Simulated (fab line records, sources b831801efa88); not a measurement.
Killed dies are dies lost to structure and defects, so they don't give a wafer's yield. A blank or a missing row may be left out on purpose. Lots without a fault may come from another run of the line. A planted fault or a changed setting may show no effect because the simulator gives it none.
Which tool did it? | flow sky130 | 11 lots, 33 wafers sampled, at 2 steps of a route of 708

WHAT THE GAUGES READ, wafer by wafer
SKY_VIA3_CD_MEAS_12: target cd 200 nm.
lot  | measured     | on        | cd_nm (nm)
L114 | day 40 03:56 | cd_sem-01 | 199.5 199.7 201.0
L116 | day 40 18:07 | cd_sem-02 | 198.9 199.2 200.4
L117 | day 41 04:41 | cd_sem-01 | 199.7 200.3 200.3
L118 | day 41 13:41 | cd_sem-02 | 197.9 197.4 198.4
L120 | day 41 22:38 | cd_sem-01 | 201.3 199.5 198.9
L122 | day 42 03:36 | cd_sem-02 | 200.8 201.9 203.3
L123 | day 42 17:57 | cd_sem-02 | 197.5 198.5 197.5
L125 | day 43 01:23 | cd_sem-02 | 198.1 199.2 198.9
L128 | day 43 12:02 | cd_sem-02 | 195.9 196.9 196.6
L129 | day 43 17:38 | cd_sem-01 | 198.7 199.9 199.2
L134 | day 45 00:00 | cd_sem-01 | 200.4 199.9 200.5

SKY_VIA3_OVL_MEAS_13.
lot  | measured     | on         | VIA3_OVL (nm)
L114 | day 40 04:03 | overlay-01 | 4 6 4
L116 | day 40 18:12 | overlay-02 | -2 4 9
L117 | day 41 04:46 | overlay-02 | 5 2 3
L118 | day 41 13:48 | overlay-01 | 6 9 -3
L120 | day 41 22:45 | overlay-01 | 1 3 -2
L122 | day 42 03:43 | overlay-02 | -4 6 8
L123 | day 42 18:04 | overlay-02 | -5 -4 -5
L125 | day 43 01:31 | overlay-02 | 2 -1 8
L128 | day 43 12:10 | overlay-02 | 15 9 13
L129 | day 43 17:43 | overlay-02 | -1 -3 4
L134 | day 45 00:07 | overlay-01 | 6 12 3

WHICH TOOL RAN EACH LOT (tool, then ch and the chambers of the sampled wafers, then the start)
The record holds no process step before these readings.

WHAT THE TOOLS THEMSELVES READ (means of the sampled wafers that have a number; where no wafer has one, the mark that the record gives instead)
The record holds no such reading with a usual standard deviation.

THE ANSWER, worked out from the rows above alone
Rule: what is usual is taken from the lots themselves. Put in order of their means at a reading, lots are off if they are a third of the lots or fewer, leave a main group of 4 or more, and stand apart from it by a gap of 3 or more times the standard deviation of the main group's means; of several such gaps the widest counts. A main group whose means are all the same, to the digits that the tables above print for the reading, isn't used. A lot without any number at a reading at which 4 lots or more have one is off too. The other lots that the step has rows for count as sound. The gauges are gone through in route order, then the tools' own readings, and for those a lot's mean is taken as printed above. The first step at which some lot is off is used, and at that step the reading that is off furthest; a lot without a number counts as furthest.
No lot is off at any reading shown: from this, nothing can be told.

WHAT THE SIMULATOR HAD PUT IN
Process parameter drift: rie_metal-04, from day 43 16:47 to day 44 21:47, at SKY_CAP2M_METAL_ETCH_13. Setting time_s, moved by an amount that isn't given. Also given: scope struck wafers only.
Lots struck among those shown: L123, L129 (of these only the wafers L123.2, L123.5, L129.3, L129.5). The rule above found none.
